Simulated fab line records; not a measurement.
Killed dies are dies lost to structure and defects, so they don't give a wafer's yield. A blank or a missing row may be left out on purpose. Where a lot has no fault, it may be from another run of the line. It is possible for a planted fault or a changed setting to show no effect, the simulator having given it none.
fab line records    flow sky130
record lots=11  wafers=33  lastDay=50
route steps=708 shown METAL5@663 PASSIVATION@681 PAD_OPEN@708
lots with no fault: from the same line, run without faults
startH: hours from the record's opening day to when the first of the lot's shown wafers began    waitH: hours elapsed since this lot's preceding step    " unchanged from the row above    L1.1+2: a row that stands for several wafers    - no value, or no start was given    * or withheld: withheld    < > ~ a bound
route shown NAME@n: NAME is a module with steps in the file, n the number in the route of the first one    usual: mean/standard deviation taken from wafers without a fault    same: alike in all rows    chamber/n: place in a boat    sites: each site's reading    _std_site: the values' standard deviation    _edge_site: the outer-site mean with the inner-site mean subtracted    radiusMm: how far each site lies from the wafer's centre    mask NAME#n: copy n    behind: the most recent tool/chamber to have shaped the wafer    hold: reason for holding the lot/hours on hold/outcome of the hold    device: the transistor (n, p or np) that didn't switch    end of line: the tests these same wafers got at the end of their route    step lacking rows: just its recipe    killed: count of dies lost to structure and defects at first sort (not the wafer's yield)    map: a wafer's dies, x killed, . not, _ none there
set.NAME: the setting that was run; set.NAME@STEP: the one run at that earlier step    model.NAME: the simulator's own value behind a step, which no gauge read
route steps across a sampled set of lots; one table per step, one row per wafer
services: when a tool's chamber went out of use (startH, in hours from the record's first day, below 0 if earlier), for how many hours, and the reason
## steps
# step SKY_METAL5_SPUTTER_02
# recipe material=AlCu  targetThkNm=1150  powerW=10600  timeS=61.2  chamberPressurePa=0.4
# usual throttleValvePct=30.1/1.1
lot.wafer  tool           chamber  startH   waitH  throttleValvePct
L587.2     pvdSputter-04  -        1012.76  0.0    31.1
L587.5     "              -        "        "      30.5
L587.6     "              -        "        "      30.6
L588.2     pvdSputter-03  -        1015.35  0.0    30.8
L588.3     "              -        "        "      28.8
L588.4     "              -        "        "      29.5
L590.2     pvdSputter-03  -        1033.28  0.0    29.7
L590.3     "              -        "        "      28.8
L590.6     "              -        "        "      28.9
L592.2     pvdSputter-04  -        1036.35  0.0    30.7
L592.5     "              -        "        "      30.4
L592.6     "              -        "        "      31.0
L597.2     pvdSputter-04  -        1071.66  0.0    30.5
L597.4     "              -        "        "      30.9
L597.6     "              -        "        "      30.4
L598.1     pvdSputter-01  -        1073.24  0.0    29.9
L598.2     "              -        "        "      31.0
L598.6     "              -        "        "      31.9
L602.2     pvdSputter-01  -        1096.50  0.0    30.4
L602.4     "              -        "        "      31.0
L602.6     "              -        "        "      29.8
L603.1     pvdSputter-01  -        1105.43  0.0    30.1
L603.2     "              -        "        "      31.7
L603.4     "              -        "        "      31.1
L606.2     pvdSputter-03  -        1130.83  0.0    30.2
L606.5     "              -        "        "      30.1
L606.6     "              -        "        "      28.8
L609.2     pvdSputter-01  -        1139.36  0.0    31.6
L609.4     "              -        "        "      30.2
L609.5     "              -        "        "      30.1
L610.1     pvdSputter-01  -        1146.13  0.0    31.2
L610.5     "              -        "        "      31.2
L610.6     "              -        "        "      30.1
# step SKY_METAL5_RS_MEAS_05
# recipe thkMeasGauge=four-point-probe  reads=TiN_of_METAL5_SPUTTER_04+Ti_of_METAL5_SPUTTER_03+AlCu_of_METAL5_SPUTTER_02+TiN_of_METAL5_SPUTTER_01+Ti_of_METAL5_SPUTTER_00
# usual METAL5_ALCU_RS=0.0271/0.00033
lot.wafer  tool          chamber  startH   waitH  METAL5_ALCU_RS[ohm/sq]
L587.2     filmMetro-04  -        1012.91  0.0    0.0266
L587.5     "             -        "        "      0.0265
L587.6     "             -        "        "      0.0269
L588.2     filmMetro-01  -        1015.49  0.0    0.0271
L588.3     "             -        "        "      0.0268
L588.4     "             -        "        "      0.0271
L590.2     filmMetro-03  -        1033.42  0.0    0.0271
L590.3     "             -        "        "      0.0265
L590.6     "             -        "        "      0.0265
L592.2     filmMetro-03  -        1036.49  0.0    0.0266
L592.5     "             -        "        "      0.0267
L592.6     "             -        "        "      0.0268
L597.2     filmMetro-01  -        1071.80  0.0    0.0278
L597.4     "             -        "        "      0.0279
L597.6     "             -        "        "      0.0277
L598.1     filmMetro-03  -        1073.36  0.0    0.0272
L598.2     "             -        "        "      0.0275
L598.6     "             -        "        "      0.0271
L602.2     filmMetro-04  -        1096.64  0.0    0.0270
L602.4     "             -        "        "      0.0273
L602.6     "             -        "        "      0.0270
L603.1     filmMetro-04  -        1105.55  0.0    0.0271
L603.2     "             -        "        "      0.0271
L603.4     "             -        "        "      0.0274
L606.2     filmMetro-04  -        1130.97  0.0    0.0273
L606.5     "             -        "        "      0.0277
L606.6     "             -        "        "      0.0275
L609.2     filmMetro-03  -        1139.49  0.0    0.0266
L609.4     "             -        "        "      0.0270
L609.5     "             -        "        "      0.0267
L610.1     filmMetro-01  -        1146.25  0.0    0.0270
L610.5     "             -        "        "      0.0271
L610.6     "             -        "        "      0.0271
# step SKY_PASSIVATION_CVD_00
# recipe material=SiO2  targetThkNm=90  tempC=400  timeS=withheld  rfW=600
# usual heaterPowerW=654/93  rfFwdPowerW=590.5/3
lot.wafer  tool      chamber  startH   waitH  heaterPowerW  rfFwdPowerW
L587.2     pecvd-03  1        1036.68  0.0    714           588.5
L587.5     "         2        "        "      646           593.3
L587.6     "         0        "        "      679           592.8
L588.2     pecvd-04  0        1039.55  0.0    665           593.2
L588.3     "         2        "        "      466           588.8
L588.4     "         0        "        "      698           592.5
L590.2     pecvd-01  1        1056.46  0.0    714           589.7
L590.3     "         0        "        "      752           589.6
L590.6     "         1        "        "      707           587.1
L592.2     pecvd-04  2        1058.86  0.0    466           587.1
L592.5     "         0        "        "      632           592.1
L592.6     "         1        "        "      590           593.1
L597.2     pecvd-01  1        1093.61  0.0    627           583.7
L597.4     "         0        "        "      733           590.4
L597.6     "         1        "        "      657           585.1
L598.1     pecvd-04  0        1094.83  0.0    660           592.2
L598.2     "         1        "        "      536           592.9
L598.6     "         1        "        "      546           590.0
L602.2     pecvd-04  2        1117.56  0.0    447           589.5
L602.4     "         1        "        "      584           596.0
L602.6     "         0        "        "      686           595.6
L603.1     pecvd-04  0        1126.34  0.0    680           595.0
L603.2     "         2        "        "      455           585.8
L603.4     "         0        "        "      678           594.0
L606.2     pecvd-03  1        1150.21  0.0    827           589.3
L606.5     "         1        "        "      829           588.4
L606.6     "         2        "        "      644           593.0
L609.2     pecvd-01  1        1158.03  0.0    712           587.1
L609.4     "         0        "        "      702           589.4
L609.5     "         1        "        "      701           586.2
L610.1     pecvd-03  0        1164.41  0.0    708           590.9
L610.5     "         1        "        "      843           587.1
L610.6     "         0        "        "      684           588.6
# step SKY_PASSIVATION_ETCH_11
# recipe chemistry=CF4/O2  targetDepthNm=725  stopOn=AlCu  sourceW=800  biasW=150  pressureMtorr=150  cf4FlowSccm=80  O2_flow_sccm=10  timeS=161.1
# usual drypumpMotorCurrentA=5.5/0.58  oesProductAu=0.978/0.0077  rfFwdPowerW=796.9/2.8  throttleValvePct=5.963/0.009
lot.wafer  tool        chamber  startH   waitH  drypumpMotorCurrentA  oesProductAu  rfFwdPowerW  rfHoursCounterH  throttleValvePct
L587.2     rieDiel-03  3        1058.48  -      4.8                   0.978         799.3        10               5.954
L587.5     "           2        "        "      6.7                   0.975         794.0        -                5.970
L587.6     "           1        "        "      5.4                   0.976         798.4        -                5.973
L588.2     rieDiel-03  2        1061.91  -      6.7                   0.976         790.5        17               5.965
L588.3     "           1        "        "      5.4                   0.983         802.7        10               5.958
L588.4     "           0        "        "      4.9                   0.975         793.0        12               5.965
L590.2     rieDiel-01  0        1078.71  -      5.9                   0.983         793.0        25               5.958
L590.3     "           2        "        "      4.9                   0.982         799.3        21               5.971
L590.6     "           2        "        "      4.8                   0.980         798.3        -                5.972
L592.2     rieDiel-01  0        1080.01  -      5.9                   0.975         797.1        25               5.975
L592.5     "           1        "        "      5.6                   0.988         798.1        -                5.962
L592.6     "           2        "        "      4.9                   0.990         799.4        -                5.952
L597.2     rieDiel-01  2        1114.36  -      4.9                   0.968         795.2        22               5.948
L597.4     "           3        "        "      5.2                   0.988         926.3        13               5.948
L597.6     "           0        "        "      5.9                   0.977         799.9        -                5.956
L598.1     rieDiel-02  2        1115.48  -      5.4                   0.965         794.3        8                5.976
L598.2     "           1        "        "      5.2                   0.976         799.2        19               5.969
L598.6     "           1        "        "      5.2                   0.976         805.2        -                5.974
L602.2     rieDiel-01  3        1136.91  -      5.2                   0.979         925.9        14               5.983
L602.4     "           2        "        "      4.9                   0.976         795.7        23               5.964
L602.6     "           3        "        "      5.2                   0.993         923.0        -                5.978
L603.1     rieDiel-02  0        1145.16  -      6.1                   0.980         797.9        4                5.952
L603.2     "           2        "        "      5.4                   0.974         794.9        10               5.960
L603.4     "           3        "        "      6.2                   0.989         792.7        10               5.965
L606.2     rieDiel-02  1        1168.48  -      5.2                   0.976         799.3        21               5.974
L606.5     "           0        "        "      6.1                   0.980         801.1        -                5.957
L606.6     "           2        "        "      5.4                   0.981         795.7        -                5.957
L609.2     rieDiel-03  1        1175.16  -      5.4                   0.972         796.4        13               5.965
L609.4     "           0        "        "      4.9                   0.974         796.6        -                5.953
L609.5     "           1        "        "      5.4                   0.982         792.9        -                5.961
L610.1     rieDiel-02  0        1180.51  -      6.1                   0.960         795.8        6                5.968
L610.5     "           3        "        "      6.2                   0.980         797.8        -                5.965
L610.6     "           0        "        "      6.1                   0.971         795.2        -                5.957
# step SKY_PASSIVATION_STRIP_12
# recipe chemistry=O2/N2  powerW=1400  pressureMtorr=1500  platenTempC=withheld  overashFraction=0.7  o2FlowSccm=3000  n2FlowSccm=300
# usual drypumpMotorCurrentA=5.57/0.24  oesProductAu=0.660/0.0047  stripTimeToEndpointS=31.51/0.15
lot.wafer  tool            chamber  startH   waitH  drypumpMotorCurrentA  oesProductAu  rfHoursCounterH  stripTimeToEndpointS
L587.2     plasmaAsher-02  1        1058.58  0.1    5.56                  0.663         93               31.45
L587.5     "               1        "        "      5.57                  0.663         -                31.62
L587.6     "               0        "        "      5.43                  0.660         -                31.38
L588.2     plasmaAsher-02  1        1062.02  0.1    5.54                  0.658         94               31.45
L588.3     "               1        "        "      5.55                  0.648         -                31.33
L588.4     "               0        "        "      5.40                  0.658         -                31.62
L590.2     plasmaAsher-01  1        1078.82  0.1    6.03                  0.665         59               31.44
L590.3     "               0        "        "      5.57                  0.663         -                31.53
L590.6     "               0        "        "      5.55                  0.656         -                31.55
L592.2     plasmaAsher-01  0        1080.12  0.1    5.53                  0.661         59               31.45
L592.5     "               1        "        "      6.07                  0.661         -                31.42
L592.6     "               0        "        "      5.55                  0.663         -                31.37
L597.2     plasmaAsher-04  1        1114.47  0.1    5.26                  0.667         38               31.58
L597.4     "               1        "        "      5.24                  0.665         -                30.89
L597.6     "               1        "        "      5.23                  0.657         -                31.41
L598.1     plasmaAsher-04  1        1115.58  0.1    5.24                  0.664         38               31.74
L598.2     "               0        "        "      5.74                  0.662         38               31.52
L598.6     "               1        "        "      5.25                  0.656         -                31.52
L602.2     plasmaAsher-02  1        1137.02  0.1    5.57                  0.668         101              30.73
L602.4     "               0        "        "      5.40                  0.665         -                31.33
L602.6     "               0        "        "      5.42                  0.664         -                30.75
L603.1     plasmaAsher-02  0        1145.27  0.1    5.43                  0.653         102              31.59
L603.2     "               1        "        "      5.57                  0.663         102              31.62
L603.4     "               1        "        "      5.56                  0.662         -                31.44
L606.2     plasmaAsher-04  0        1168.58  0.1    5.73                  0.661         44               31.20
L606.5     "               0        "        "      5.70                  0.662         -                31.52
L606.6     "               1        "        "      5.27                  0.670         -                31.28
L609.2     plasmaAsher-04  0        1175.27  0.1    5.75                  0.665         45               31.32
L609.4     "               1        "        "      5.26                  0.654         -                31.65
L609.5     "               0        "        "      5.76                  0.654         -                31.41
L610.1     plasmaAsher-04  0        1180.62  0.1    5.71                  0.670         45               31.61
L610.5     "               1        "        "      5.25                  0.664         -                31.42
L610.6     "               0        "        "      5.72                  0.662         -                31.66
# step SKY_PAD_OPEN_PROBE_99
# usual defectLimitedYield=82.4/1.8  killed_at_M0_to_M3=44/6  killed_at_M4_up=2.9/1.5  killedAtContacts=24/4.9  killedAtFrontEnd=16/4.3  killedAtOther=0.3/0.54  killedDies=87/8.7  killedOpen=48/6.7  killedShort=39/5.9  sort_bin_3_pad_short=0.9/0.4  sort_bin_5_function=10.5/1.5  sort_bin_6_memory=6.2/1.1  sortNPass=405/8.7  sortYieldPct=82.4/1.8
# same grossDies=492  killedAtBackSide=0  sort_bin_4_leakage[%]=0  sort_bin_8_speed[%]=0
lot.wafer  tool       chamber  startH   waitH  defectLimitedYield[%]  killed_at_M0_to_M3  killed_at_M4_up  killedAtContacts  killedAtFrontEnd  killedAtOther  killedDies  killedOpen  killedShort  sort_bin_3_pad_short[%]  sort_bin_5_function[%]  sort_bin_6_memory[%]  sortNPass  sortYieldPct[%]
L587.2     prober-02  -        1081.68  0.1    80.7                   45                  3                22                25                0              95          57          38           0.8                      11.4                    7.1                   397        80.7
L587.5     prober-02  -        1081.83  0.2    80.5                   53                  3                18                22                0              96          55          41           0.6                      11.8                    7.1                   396        80.5
L587.6     prober-02  -        1081.88  0.2    81.7                   43                  4                23                20                0              90          47          43           1.2                      10.4                    6.7                   402        81.7
L588.2     prober-01  -        1085.93  0.1    81.1                   41                  2                36                13                1              93          49          44           1.4                      9.3                     8.1                   399        81.1
L588.3     prober-01  -        1085.98  0.2    82.9                   40                  3                28                12                1              84          44          40           0.4                      11.4                    5.3                   408        82.9
L588.4     prober-01  -        1086.03  0.2    82.7                   41                  1                26                14                3              85          43          42           0.4                      10.4                    6.5                   407        82.7
L590.2     prober-02  -        1101.98  0.1    81.1                   43                  4                32                14                0              93          53          40           1.4                      10.6                    6.9                   399        81.1
L590.3     prober-02  -        1102.03  0.2    81.7                   47                  4                24                14                1              90          43          47           0.6                      11.2                    6.5                   402        81.7
L590.6     prober-02  -        1102.18  0.2    83.5                   36                  2                26                17                0              81          46          35           0.2                      9.6                     6.7                   411        83.5
L592.2     prober-02  -        1103.48  0.1    81.9                   52                  1                21                15                0              89          57          32           1.2                      11.6                    5.3                   403        81.9
L592.5     prober-02  -        1103.63  0.2    83.3                   42                  6                18                16                0              82          40          42           1.2                      11.2                    4.3                   410        83.3
L592.6     prober-02  -        1103.68  0.2    83.7                   35                  5                22                18                0              80          46          34           0.2                      11.4                    4.7                   412        83.7
L597.2     prober-02  -        1135.50  0.1    83.3                   44                  2                22                14                0              82          42          39           0.8                      11.0                    4.9                   410        83.3
L597.4     prober-02  -        1135.60  0.2    82.5                   44                  4                22                16                0              86          48          38           1.4                      9.8                     6.3                   406        82.5
L597.6     prober-02  -        1135.70  0.2    81.9                   51                  2                19                17                0              89          50          39           0.4                      9.8                     7.9                   403        81.9
L598.1     prober-01  -        1137.50  0.1    81.1                   42                  4                29                17                1              93          48          45           1.2                      13.6                    4.1                   399        81.1
L598.2     prober-01  -        1137.55  0.1    83.3                   42                  3                24                13                0              82          46          36           0.6                      10.0                    6.1                   410        83.3
L598.6     prober-01  -        1137.75  0.2    83.1                   31                  4                26                22                0              83          54          29           1.2                      10.6                    5.1                   409        83.1
L602.2     prober-01  -        1157.46  0.1    82.5                   57                  3                12                13                1              86          50          36           0.4                      11.8                    5.3                   406        82.5
L602.4     prober-01  -        1157.56  0.2    85.4                   48                  1                15                8                 0              72          37          34           1.0                      7.5                     6.1                   420        85.4
L602.6     prober-01  -        1157.66  0.2    83.5                   46                  3                21                11                0              81          45          36           0.4                      10.4                    5.7                   411        83.5
L603.1     prober-02  -        1165.37  0.1    82.3                   42                  2                28                15                0              87          43          44           1.2                      9.6                     6.9                   405        82.3
L603.2     prober-02  -        1165.42  0.1    82.1                   49                  2                24                12                1              88          49          39           0.8                      10.8                    6.3                   404        82.1
L603.4     prober-02  -        1165.52  0.2    79.3                   53                  3                26                20                0              102         57          44           1.4                      13.0                    6.3                   390        79.3
L606.2     prober-01  -        1186.73  0.1    81.7                   47                  1                29                13                0              90          56          33           0.8                      11.2                    6.3                   402        81.7
L606.5     prober-01  -        1186.88  0.2    83.3                   41                  4                27                10                0              82          45          37           0.8                      8.7                     7.1                   410        83.3
L606.6     prober-01  -        1186.93  0.2    85.8                   34                  1                20                14                1              70          37          33           0.6                      7.7                     5.9                   422        85.8
L609.2     prober-02  -        1193.60  0.1    83.7                   35                  1                27                17                0              80          41          39           0.8                      8.9                     6.5                   412        83.7
L609.4     prober-02  -        1193.70  0.2    86.0                   38                  1                12                17                1              69          43          26           1.6                      7.9                     4.5                   423        86.0
L609.5     prober-02  -        1193.75  0.2    83.1                   36                  4                29                13                1              83          57          26           0.4                      9.8                     6.7                   409        83.1
L610.1     prober-01  -        1198.35  0.1    81.9                   39                  3                31                16                0              89          48          40           0.8                      11.4                    5.9                   403        81.9
L610.5     prober-01  -        1198.55  0.2    84.1                   38                  2                21                16                1              78          37          40           1.0                      10.0                    4.9                   414        84.1
L610.6     prober-01  -        1198.60  0.2    79.7                   60                  0                31                9                 0              100         55          45           1.6                      13.0                    5.7                   392        79.7
# killed by level:class
L587.2 VIA1:geometricParticle:open=12 CONTACT:geometricParticle:open=10 LI_CONTACT:geometricParticle:open=7 VIA1:geometricParticle:short=7 METAL1:geometricParticle:short=6 FIELD_ISO:geometricParticle:open=5 POLY_GATE:geometricParticle:short=5 POLY_GATE:geometricParticle:open=5
L587.5 VIA1:geometricParticle:open=15 VIA2:geometricParticle:open=9 CONTACT:geometricParticle:open=8 METAL2:geometricParticle:short=8 POLY_GATE:geometricParticle:short=7 VIA1:geometricParticle:short=6 VIA3:geometricParticle:open=5 FIELD_ISO:geometricParticle:open=4
L587.6 CONTACT:geometricParticle:open=9 VIA1:geometricParticle:short=7 VIA2:geometricParticle:open=6 VIA1:geometricParticle:open=6 FIELD_ISO:geometricParticle:open=5 POLY_GATE:geometricParticle:open=5 METAL1:geometricParticle:short=5 VIA3:geometricParticle:open=5
L588.2 VIA1:geometricParticle:open=13 CONTACT:geometricParticle:open=12 FIELD_ISO:geometricParticle:short=9 CONTACT:geometricParticle:short=9 LI_CONTACT:geometricParticle:open=8 VIA3:geometricParticle:open=5 METAL1:geometricParticle:short=5 VIA2:geometricParticle:short=5
L588.3 CONTACT:geometricParticle:open=14 VIA1:geometricParticle:open=11 CONTACT:geometricParticle:short=8 METAL2:geometricParticle:short=6 LI_CONTACT:geometricParticle:open=5 VIA2:geometricParticle:short=5 SPACER:geometricParticle:short=4 VIA3:geometricParticle:short=4
L588.4 VIA1:geometricParticle:open=16 CONTACT:geometricParticle:open=10 VIA1:geometricParticle:short=8 FIELD_ISO:geometricParticle:short=6 LI_CONTACT:geometricParticle:open=6 METAL1:geometricParticle:short=5 CONTACT:geometricParticle:short=4 LI_CONTACT:geometricParticle:short=3
L590.2 CONTACT:geometricParticle:open=11 VIA2:geometricParticle:open=10 LI_CONTACT:geometricParticle:open=9 VIA1:geometricParticle:open=8 LOCAL_INTERCONNECT:geometricParticle:short=7 VIA3:geometricParticle:open=6 FIELD_ISO:geometricParticle:short=5 METAL3:geometricParticle:short=5
L590.3 CONTACT:geometricParticle:short=10 VIA3:geometricParticle:open=10 POLY_GATE:geometricParticle:open=7 VIA2:geometricParticle:open=7 LOCAL_INTERCONNECT:geometricParticle:short=6 VIA2:geometricParticle:short=5 METAL2:geometricParticle:short=5 CONTACT:geometricParticle:open=4
L590.6 CONTACT:geometricParticle:open=9 VIA1:geometricParticle:open=9 FIELD_ISO:geometricParticle:short=6 METAL2:geometricParticle:short=6 VIA3:geometricParticle:open=6 CONTACT:geometricParticle:short=5 LI_CONTACT:geometricParticle:open=5 POLY_GATE:geometricParticle:open=5
L592.2 VIA1:geometricParticle:open=17 LI_CONTACT:geometricParticle:open=8 CONTACT:geometricParticle:open=8 VIA3:geometricParticle:short=8 METAL1:geometricParticle:short=7 POLY_GATE:geometricParticle:open=6 VIA3:geometricParticle:open=5 VIA2:geometricParticle:open=4
L592.5 METAL1:geometricParticle:short=9 LI_CONTACT:geometricParticle:open=8 VIA1:geometricParticle:open=7 VIA2:geometricParticle:open=6 FIELD_ISO:geometricParticle:short=5 VIA2:geometricParticle:short=5 CONTACT:geometricParticle:open=5 METAL2:geometricParticle:short=5
L592.6 CONTACT:geometricParticle:open=8 METAL1:geometricParticle:short=7 VIA1:geometricParticle:open=7 FIELD_ISO:geometricParticle:open=6 LI_CONTACT:geometricParticle:open=6 METAL2:geometricParticle:short=5 VIA3:geometricParticle:open=5 CONTACT:geometricParticle:short=4
L597.2 LI_CONTACT:geometricParticle:open=11 VIA1:geometricParticle:open=11 VIA1:geometricParticle:short=6 METAL1:geometricParticle:short=6 POLY_GATE:geometricParticle:short=5 METAL2:geometricParticle:short=5 VIA3:geometricParticle:open=5 CONTACT:geometricParticle:open=4
L597.4 VIA1:geometricParticle:open=14 LOCAL_INTERCONNECT:geometricParticle:short=7 VIA3:geometricParticle:open=7 POLY_GATE:geometricParticle:open=5 CONTACT:geometricParticle:open=5 METAL2:geometricParticle:short=5 VIA2:geometricParticle:open=5 LI_CONTACT:geometricParticle:open=4
L597.6 VIA2:geometricParticle:open=11 VIA1:geometricParticle:open=10 LI_CONTACT:geometricParticle:open=8 VIA1:geometricParticle:short=8 POLY_GATE:geometricParticle:open=6 METAL2:geometricParticle:short=5 VIA3:geometricParticle:open=5 FIELD_ISO:geometricParticle:open=4
L598.1 VIA1:geometricParticle:open=12 CONTACT:geometricParticle:open=10 METAL2:geometricParticle:short=8 LI_CONTACT:geometricParticle:open=6 CONTACT:geometricParticle:short=6 FIELD_ISO:geometricParticle:open=5 FIELD_ISO:geometricParticle:short=5 VIA2:geometricParticle:open=5
L598.2 CONTACT:geometricParticle:open=9 VIA1:geometricParticle:open=8 CONTACT:geometricParticle:short=6 VIA2:geometricParticle:open=6 POLY_GATE:geometricParticle:open=5 LOCAL_INTERCONNECT:geometricParticle:short=5 VIA3:geometricParticle:open=5 METAL2:geometricParticle:short=5
L598.6 VIA1:geometricParticle:open=14 CONTACT:geometricParticle:open=11 POLY_GATE:geometricParticle:open=9 POLY_GATE:geometricParticle:short=6 LI_CONTACT:geometricParticle:open=6 VIA3:geometricParticle:open=6 FIELD_ISO:geometricParticle:short=4 CONTACT:geometricParticle:short=4
L602.2 VIA3:geometricParticle:open=12 VIA1:geometricParticle:open=10 VIA2:geometricParticle:open=10 VIA1:geometricParticle:short=7 METAL2:geometricParticle:short=6 POLY_GATE:geometricParticle:open=5 CONTACT:geometricParticle:open=5 FIELD_ISO:geometricParticle:open=4
L602.4 VIA1:geometricParticle:open=13 METAL2:geometricParticle:short=8 METAL1:geometricParticle:short=6 LI_CONTACT:geometricParticle:open=5 VIA3:geometricParticle:open=5 VIA1:geometricParticle:short=4 CONTACT:geometricParticle:open=4 CONTACT:geometricParticle:short=4
L602.6 VIA1:geometricParticle:open=13 CONTACT:geometricParticle:open=7 VIA1:geometricParticle:short=7 LI_CONTACT:geometricParticle:open=6 VIA3:geometricParticle:open=6 VIA3:geometricParticle:short=5 CONTACT:geometricParticle:short=4 METAL2:geometricParticle:short=4
L603.1 VIA1:geometricParticle:open=12 LI_CONTACT:geometricParticle:short=9 CONTACT:geometricParticle:open=7 LI_CONTACT:geometricParticle:open=6 FIELD_ISO:geometricParticle:short=5 VIA2:geometricParticle:short=5 VIA1:geometricParticle:short=5 VIA2:geometricParticle:open=5
L603.2 VIA1:geometricParticle:open=15 CONTACT:geometricParticle:open=9 VIA3:geometricParticle:open=8 CONTACT:geometricParticle:short=6 METAL2:geometricParticle:short=6 VIA2:geometricParticle:open=5 FIELD_ISO:geometricParticle:open=4 FIELD_ISO:geometricParticle:short=4
L603.4 VIA1:geometricParticle:short=12 VIA1:geometricParticle:open=11 LI_CONTACT:geometricParticle:open=9 CONTACT:geometricParticle:open=8 METAL2:geometricParticle:short=6 VIA2:geometricParticle:open=6 FIELD_ISO:geometricParticle:open=5 METAL2:geometricParticle:open=5
L606.2 VIA2:geometricParticle:open=13 LI_CONTACT:geometricParticle:open=13 VIA1:geometricParticle:open=11 CONTACT:geometricParticle:open=8 METAL1:geometricParticle:short=6 LI_CONTACT:geometricParticle:short=5 POLY_GATE:geometricParticle:short=4 VIA1:geometricParticle:short=4
L606.5 VIA1:geometricParticle:open=9 VIA2:geometricParticle:open=8 CONTACT:geometricParticle:open=6 METAL2:geometricParticle:short=6 VIA3:geometricParticle:open=6 LI_CONTACT:geometricParticle:open=5 LI_CONTACT:geometricParticle:short=5 CONTACT:geometricParticle:short=5
L606.6 CONTACT:geometricParticle:open=9 VIA1:geometricParticle:open=8 METAL1:geometricParticle:short=7 VIA2:geometricParticle:open=6 LI_CONTACT:geometricParticle:open=5 METAL2:geometricParticle:short=4 FIELD_ISO:geometricParticle:short=3 FIELD_ISO:geometricParticle:open=3
L609.2 POLY_GATE:geometricParticle:short=8 CONTACT:geometricParticle:open=8 LI_CONTACT:geometricParticle:open=7 VIA2:geometricParticle:open=7 VIA1:geometricParticle:short=6 METAL1:geometricParticle:short=6 FIELD_ISO:geometricParticle:open=5 VIA1:geometricParticle:open=5
L609.4 VIA3:geometricParticle:open=9 VIA2:geometricParticle:open=8 VIA1:geometricParticle:open=8 FIELD_ISO:geometricParticle:short=4 CONTACT:geometricParticle:short=4 CONTACT:geometricParticle:open=4 METAL1:geometricParticle:short=4 FIELD_ISO:geometricParticle:open=3
L609.5 VIA1:geometricParticle:open=9 LI_CONTACT:geometricParticle:open=8 CONTACT:geometricParticle:open=8 VIA3:geometricParticle:open=8 POLY_GATE:geometricParticle:open=7 VIA2:geometricParticle:open=7 LOCAL_INTERCONNECT:geometricParticle:short=5 LI_CONTACT:geometricParticle:short=3
L610.1 CONTACT:geometricParticle:open=11 LI_CONTACT:geometricParticle:open=9 VIA1:geometricParticle:open=9 LOCAL_INTERCONNECT:geometricParticle:short=7 FIELD_ISO:geometricParticle:open=6 VIA3:geometricParticle:open=6 METAL1:geometricParticle:short=6 VIA2:geometricParticle:short=5
L610.5 VIA1:geometricParticle:open=11 LI_CONTACT:geometricParticle:open=9 FIELD_ISO:geometricParticle:short=7 CONTACT:geometricParticle:short=6 VIA3:geometricParticle:open=5 POLY_GATE:geometricParticle:short=4 METAL1:geometricParticle:short=4 VIA1:geometricParticle:short=4
L610.6 CONTACT:geometricParticle:open=14 VIA1:geometricParticle:open=12 VIA3:geometricParticle:open=11 METAL1:geometricParticle:short=8 LI_CONTACT:geometricParticle:open=7 METAL2:geometricParticle:short=7 VIA1:geometricParticle:short=6 CONTACT:geometricParticle:short=6
## services
tool            chamber  startH   hours  kind
pecvd-03        2        994.35   22.7   repair
pecvd-03        0        1002.91  5.1    repair
rieDiel-02      -        1010.87  2.8    pm
rieDiel-02      -        1016.30  15.6   pm
plasmaAsher-04  -        1022.15  8.6    repair
rieDiel-01      1        1036.50  9.4    repair
rieDiel-02      -        1056.97  0.3    repair
pecvd-04        1        1059.46  2.0    repair
pecvd-01        -        1062.84  1.3    repair
pecvd-04        1        1064.94  1.9    repair
rieDiel-03      2        1075.81  5.5    repair
rieDiel-01      1        1089.30  1.7    repair
pvdSputter-03   -        1089.81  1.1    repair
rieDiel-02      -        1091.73  0.8    repair
rieDiel-02      2        1095.79  2.7    repair
pvdSputter-04   -        1097.72  4.0    repair
pvdSputter-04   -        1105.31  2.1    repair
rieDiel-02      -        1121.34  0.5    repair
rieDiel-02      3        1136.10  4.9    repair
pecvd-01        -        1137.14  1.2    repair
pecvd-04        1        1138.18  10.1   repair
pecvd-03        -        1156.66  3.2    repair
rieDiel-02      3        1166.31  4.7    repair
rieDiel-01      -        1177.37  0.3    repair
## key
firstSign step=SKY_PASSIVATION_ETCH_11  reading=rfFwdPowerW  direction=up  sigmas=46  usual=796.9  struck=925.0
effect step=SKY_PASSIVATION_STRIP_12  reading=stripTimeToEndpointS  direction=down  sigmas=4.9  usual=*  struck=*
metAt SKY_PASSIVATION_ETCH_11
struckLots L597,L602
struckWafers L597.4,L602.2,L602.6
notActingAt SKY_METAL5_SPUTTER_02,SKY_METAL5_RS_MEAS_05,SKY_PASSIVATION_CVD_00
fault kind=processParameterDrift  tool=rieDiel-01  chamber=3  onsetH=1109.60  steps=SKY_PASSIVATION_ETCH_11  channel=sourceW  offset=128  shape=step  endH=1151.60  actsIn=theseRecipesOnly  stated=800
